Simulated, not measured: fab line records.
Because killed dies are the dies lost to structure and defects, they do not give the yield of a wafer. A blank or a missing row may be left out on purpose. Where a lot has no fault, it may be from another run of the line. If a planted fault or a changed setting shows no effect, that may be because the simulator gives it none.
Which tool did it?    flow sky130    14 lots with 42 wafers sampled at 5 steps, on a route of 708 steps

## WHAT THE GAUGES READ, wafer by wafer
SKY_LDD_P_TW_MEAS_11.
lot   measured      on             LDD_P_TW
L987  day 20 21:37  film metro-03  629 628 629
L989  day 20 23:39  film metro-04  622 616 622
L988  day 21 03:43  film metro-01  635 640 638
L991  day 21 15:57  film metro-01  637 639 638
L990  day 21 16:26  film metro-03  624 625 626
L992  day 21 17:25  film metro-03  627 627 627
L993  day 22 06:10  film metro-03  630 628 630
L995  day 23 05:44  film metro-03  627 628 629
L100  day 24 19:19  film metro-04  618 615 616
L102  day 25 01:48  film metro-01  635 631 633
L106  day 26 05:45  film metro-03  627 626 625
L108  day 26 18:02  film metro-03  628 625 622
L107  day 26 20:40  film metro-04  619 619 621
L109  day 26 23:43  film metro-04  623 620 620

SKY_LDD_HVN_TW_MEAS_10.
lot   measured      on             LDD_HVN_TW
L987  day 22 04:13  film metro-02  1417 1420 1428
L989  day 22 05:53  film metro-02  1412 1420 1414
L988  day 22 09:30  film metro-02  1421 1424 1423
L991  day 22 22:39  film metro-03  1421 1431 1423
L990  day 22 23:01  film metro-03  1428 1426 1429
L992  day 22 23:51  film metro-02  1413 1414 1422
L993  day 23 12:30  film metro-02  1434 1428 1424
L995  day 24 11:40  film metro-02  1418 1421 1416
L100  day 26 01:34  film metro-01  1440 1437 1444
L102  day 26 07:39  film metro-01  1441 1439 1436
L106  day 27 10:45  film metro-01  1423 1421 1429
L108  day 27 22:44  film metro-01  1427 1422 1432
L107  day 28 01:42  film metro-01  1445 1440 1443
L109  day 28 04:17  film metro-02  1432 1427 1430

SKY_LDD_LDN_TW_MEAS_13.
lot   measured      on             LDD_LDN_TW
L987  day 24 16:21  film metro-03  1455 1456 1454
L989  day 24 18:42  film metro-04  1433 1442 1441
L988  day 24 21:08  film metro-03  1461 1455 1459
L991  day 25 11:15  film metro-02  1478 1474 1471
L990  day 25 11:19  film metro-03  1454 1462 1467
L992  day 25 12:26  film metro-03  1450 1454 1454
L993  day 26 00:32  film metro-02  1460 1461 1464
L995  day 26 23:52  film metro-02  1460 1467 1455
L100  day 28 12:27  film metro-02  1351 1350 1353
L102  day 28 17:23  film metro-04  1318 1318 1317
L106  day 29 20:32  film metro-04  1444 1445 1439
L108  day 30 06:38  film metro-04  1447 1446 1440
L107  day 30 10:03  film metro-04  1452 1443 1453
L109  day 30 12:03  film metro-03  1455 1450 1453

## WHICH TOOL RAN EACH LOT (tool, then ch and the chambers of the sampled wafers, then the start)
lot   SKY_LDD_LDN_IMPLANT_10           SKY_LDD_LDN_STRIP_12
L987  implanter-01 ch 0, day 24 15:58  plasma asher-01 ch 0,1, day 24 16:14
L989  implanter-01 ch 0, day 24 18:18  plasma asher-02 ch 0,1, day 24 18:36
L988  implanter-03 ch 0, day 24 20:44  plasma asher-01 ch 0,1, day 24 21:02
L991  implanter-01 ch 0, day 25 10:51  plasma asher-01 ch 0,1, day 25 11:09
L990  implanter-04 ch 0, day 25 10:53  plasma asher-02 ch 0,1, day 25 11:13
L992  implanter-03 ch 0, day 25 12:02  plasma asher-01 ch 0,1, day 25 12:20
L993  implanter-04 ch 0, day 26 00:08  plasma asher-01 ch 1, day 26 00:26
L995  implanter-01 ch 0, day 26 23:28  plasma asher-01 ch 0,1, day 26 23:45
L100  implanter-04, day 28 12:04       plasma asher-01 ch 0, day 28 12:20
L102  implanter-03, day 28 16:59       plasma asher-02 ch 0,1, day 28 17:17
L106  implanter-03 ch 0, day 29 20:08  plasma asher-03 ch 0,1, day 29 20:26
L108  implanter-01 ch 0, day 30 06:16  plasma asher-02 ch 0,1, day 30 06:32
L107  implanter-01 ch 0, day 30 09:39  plasma asher-01 ch 0,1, day 30 09:57
L109  implanter-01 ch 0, day 30 11:40  plasma asher-02 ch 0, day 30 11:56
- SKY_LDD_LDN_IMPLANT_10
- SKY_LDD_LDN_STRIP_12: strips in O2/N2.

## WHAT THE TOOLS THEMSELVES READ (means of the sampled wafers that have a number; where no wafer has one, the mark that the record gives instead)
SKY_LDD_LDN_IMPLANT_10.
lot   tool          beam energy keV  beam on s (s)
L987  implanter-01  14.996           10.04
L989  implanter-01  14.999           9.94
L988  implanter-03  14.999           10.06
L991  implanter-01  14.998           10.13
L990  implanter-04  14.998           9.93
L992  implanter-03  14.998           9.83
L993  implanter-04  15.003           10.21
L995  implanter-01  15.001           10.27
L100  implanter-04  -                -
L102  implanter-03  -                -
L106  implanter-03  14.997           10.19
L108  implanter-01  15.006           9.80
L107  implanter-01  14.998           9.82
L109  implanter-01  14.998           10.12

SKY_LDD_LDN_STRIP_12.
lot   tool             drypump motor current A (A)  oes product au (a.u.)  strip time to endpoint s (s)
L987  plasma asher-01  5.2                          0.711                  14.19
L989  plasma asher-02  6.0                          0.714                  14.17
L988  plasma asher-01  5.5                          0.718                  14.14
L991  plasma asher-01  5.2                          0.720                  14.15
L990  plasma asher-02  6.3                          0.709                  14.19
L992  plasma asher-01  5.5                          0.711                  14.14
L993  plasma asher-01  4.9                          0.717                  14.16
L995  plasma asher-01  5.2                          0.713                  14.16
L100  plasma asher-01  5.8                          0.717                  14.18
L102  plasma asher-02  6.3                          0.711                  14.17
L106  plasma asher-03  5.8                          0.711                  14.24
L108  plasma asher-02  6.0                          0.718                  14.18
L107  plasma asher-01  5.5                          0.711                  14.18
L109  plasma asher-02  6.7                          0.713                  14.15

## THE ANSWER, worked out from the rows above alone
Rule: what is usual is taken from the lots themselves. The widest of any qualifying gaps counts: lots, ordered by their means at a reading, are off when they make up no more than a third of the lots, leave a main group of 4 or more, and stand apart from it by 3 or more times the standard deviation of that group's means. Not used: any main group whose means are identical at the precision the tables above print for the reading. Also off: a lot with no number at a reading for which 4 or more lots have one. All remaining lots with rows at the step are treated as sound. After the gauges, taken in route order, come the tools' own readings; for these a lot's mean is taken, as printed above. At the first step where some lot is off, the reading lying furthest off is the one used; lots without a number count as furthest.
Off: at SKY_LDD_LDN_TW_MEAS_13 (LDD_LDN_TW), L100, L102. For the main group the mean is 1454 and the standard deviation 9.4.
If a tool, at a process step before that reading, ran all the lots that are off and no sound lot after the first of them, it fits. The gauges at SKY_LDD_LDN_TW_MEAS_13 aren't tried: what is off there is off at SKY_LDD_LDN_IMPLANT_10 too, on other tools, and a gauge's error can't cause that. None of those tried fits.

## WHAT THE SIMULATOR PUT IN
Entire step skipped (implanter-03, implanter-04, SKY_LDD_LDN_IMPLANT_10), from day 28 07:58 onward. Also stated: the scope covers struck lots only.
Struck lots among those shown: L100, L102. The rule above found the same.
